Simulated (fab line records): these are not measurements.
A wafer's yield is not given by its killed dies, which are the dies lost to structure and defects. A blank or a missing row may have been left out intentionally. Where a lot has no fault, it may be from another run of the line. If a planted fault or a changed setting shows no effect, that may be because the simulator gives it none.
fab line records -- flow sfqLine
[record] lots = 14, wafers = 42, lastDay = 80
route steps=325 shown JJ@193
lots untouched by any fault: they come from a run of this same line in which no faults occurred
startH: the number of hours between the record's first day and the start of the first shown wafer of the lot -- waitH: hours from the lot's prior step to this one -- " as in the row above -- L1.1+2: a row that stands for several wafers -- - no value present, or no start provided -- * or withheld: withheld -- < > ~ a bound
route shown NAME@n: a module of which the file shows steps, and the number in the route of the first -- usual: mean/standard deviation of fault-free wafers -- same: alike in all rows -- chamber/n: place in a boat -- sites: each site's reading -- _std_site: the standard deviation of these -- _edge_site: the outer-site mean with the inner-site mean subtracted -- radiusMm: how far each site lies from the wafer's centre -- mask NAME#n: copy n -- behind: the last tool/chamber to shape the wafer -- hold: reason for holding the lot/hours on hold/outcome of the hold -- device: names the non-switching transistor (n, p or np) -- end of line: the tests these same wafers got at the end of their route -- step lacking rows: just its recipe -- killed: count of dies lost to structure and defects at first sort (not the wafer's yield) -- map: shows each die of a wafer: x if killed, . if not, _ if none is there
set.NAME: setting as actually run; set.NAME@STEP: the setting as run at that earlier step -- model.NAME: the simulator's own value behind a step, which no gauge read
steps of the route over a sample of lots; a table a step, a row a wafer
services: when a tool's chamber went out of use (startH, in hours from the record's first day, below 0 if earlier), for how many hours, and the reason
[[steps]]
[step SFQ_TRILAYER_JJ_CE_BARC_OPEN_RIE_150]
[recipe] maskMaterial = PR, chemistry = O2, targetDepthNm = 240, target = BARC, icpW = 600, biasW = 80, pressureMtorr = 10, timeS = 80
[usual] biasW = 80.00/0.28, drypumpMotorCurrentA = 5.12/0.16, oesProductAu = 0.539/0.0045
lot.wafer,tool,chamber,startH,waitH,biasW,drypumpMotorCurrentA,oesProductAu,rfHoursCounterH
L701.1,rieMetal-01,0,974.92,1.0,80.42,5.05,0.549,144
L701.3,rieMetal-01,1,974.92,1.0,79.93,5.19,0.541,-
L701.4,rieMetal-01,0,974.92,1.0,80.41,5.04,0.536,-
L703.2,rieMetal-01,1,987.63,0.8,80.49,5.15,0.540,118
L703.3,rieMetal-01,1,987.63,0.8,79.88,5.15,0.539,-
L703.4,rieMetal-01,0,987.63,0.8,80.51,5.07,0.538,-
L704.1,rieMetal-04,1,1096.86,1.0,80.15,4.87,0.543,145
L704.2,rieMetal-04,0,1096.86,1.0,80.28,5.06,0.545,120
L704.5,rieMetal-04,0,1096.86,1.0,80.29,5.07,0.537,-
L706.3,rieMetal-01,0,1129.66,0.6,79.75,5.06,0.536,-
L706.4,rieMetal-01,1,1129.66,0.6,79.96,5.18,0.534,-
L706.6,rieMetal-01,0,1129.66,0.6,79.85,5.05,0.541,-
L708.1,rieMetal-01,1,1150.16,1.0,80.04,5.17,0.551,142
L708.3,rieMetal-01,0,1150.16,1.0,80.07,5.07,0.546,-
L708.5,rieMetal-01,0,1150.16,1.0,80.04,5.07,0.540,-
L709.3,rieMetal-03,1,1164.59,0.6,79.87,5.42,0.543,-
L709.4,rieMetal-03,0,1164.59,0.6,79.71,5.32,0.545,-
L709.5,rieMetal-03,1,1164.59,0.6,79.78,5.41,0.539,-
L711.1,rieMetal-01,0,1183.42,1.0,91.73,5.08,0.535,10
L711.2,rieMetal-01,1,1183.42,1.0,92.50,5.17,0.540,146
L711.4,rieMetal-01,0,1183.42,1.0,92.24,5.06,0.537,-
L712.1,rieMetal-01,1,1191.82,1.0,92.01,5.14,0.539,146
L712.2,rieMetal-01,0,1191.82,1.0,92.39,5.07,0.534,11
L712.4,rieMetal-01,1,1191.82,1.0,91.72,5.17,0.538,-
L713.1,rieMetal-04,0,1196.62,1.0,80.22,5.07,0.540,130
L713.3,rieMetal-04,0,1196.62,1.0,80.21,5.06,0.536,-
L713.4,rieMetal-04,1,1196.62,1.0,80.45,4.84,0.545,-
L716.2,rieMetal-03,1,1229.02,0.8,80.19,5.40,0.541,104
L716.4,rieMetal-03,0,1229.02,0.8,80.00,5.32,0.537,-
L716.6,rieMetal-03,1,1229.02,0.8,79.90,5.39,0.546,-
L720.2,rieMetal-01,1,1299.00,0.8,79.41,5.16,0.532,2
L720.3,rieMetal-01,1,1299.00,0.8,79.60,5.14,0.539,-
L720.5,rieMetal-01,1,1299.00,0.8,79.91,5.17,0.541,-
L721.2,rieMetal-04,1,1306.32,0.8,79.94,4.85,0.535,3
L721.4,rieMetal-04,1,1306.32,0.8,79.86,4.86,0.536,-
L721.5,rieMetal-04,1,1306.32,0.8,79.77,4.85,0.527,-
L722.1,rieMetal-04,1,1308.72,1.0,80.11,4.86,0.534,3
L722.2,rieMetal-04,0,1308.72,1.0,80.25,5.07,0.542,144
L722.6,rieMetal-04,1,1308.72,1.0,80.03,4.82,0.538,-
L723.2,rieMetal-01,0,1313.52,0.8,79.85,5.05,0.534,26
L723.4,rieMetal-01,1,1313.52,0.8,79.80,5.17,0.543,-
L723.6,rieMetal-01,0,1313.52,0.8,79.85,5.08,0.541,-
[[services]]
tool,chamber,startH,hours,kind
rieMetal-03,-,962.67,28.1,pm
rieMetal-01,-,1025.45,1.4,pm
rieMetal-04,-,1043.53,6.1,repair
rieMetal-04,0,1055.49,16.3,repair
rieMetal-01,0,1056.92,15.5,repair
rieMetal-01,0,1072.85,-,clean
rieMetal-01,0,1072.85,-,consumableReplace:focusRing
rieMetal-01,0,1072.85,14.1,scheduledDown
rieMetal-01,0,1072.85,14.1,ventCycle
rieMetal-03,1,1079.16,8.3,repair
rieMetal-03,-,1134.19,2.8,pm
rieMetal-03,-,1197.77,1.3,repair
rieMetal-04,1,1244.21,-,clean
rieMetal-04,1,1244.21,-,consumableReplace:focusRing
rieMetal-04,1,1244.21,20.8,scheduledDown
rieMetal-04,1,1244.21,20.8,ventCycle
rieMetal-01,1,1249.89,-,clean
rieMetal-01,1,1249.89,-,consumableReplace:focusRing
rieMetal-01,1,1249.89,25.7,scheduledDown
rieMetal-01,1,1249.89,25.7,ventCycle
rieMetal-01,1,1281.49,6.9,repair
rieMetal-04,1,1284.01,6.5,repair
[[key]]
[firstSign] step = SFQ_TRILAYER_JJ_CE_BARC_OPEN_RIE_150, reading = biasW, direction = up, sigmas = 44, usual = 80.00, struck = 92.10
effect none on later readings
metAt SFQ_TRILAYER_JJ_CE_BARC_OPEN_RIE_150
struckLots L711,L712
onsetBetween 1150.16 1183.42
[fault] kind = processParameterDrift, tool = rieMetal-01, chamber = -, onsetH = 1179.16, steps = SFQ_TRILAYER_JJ_CE_BARC_OPEN_RIE_150, channel = biasW, offset = 12.303, shape = step, endH = 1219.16, actsIn = theseRecipesOnly, stated = 80
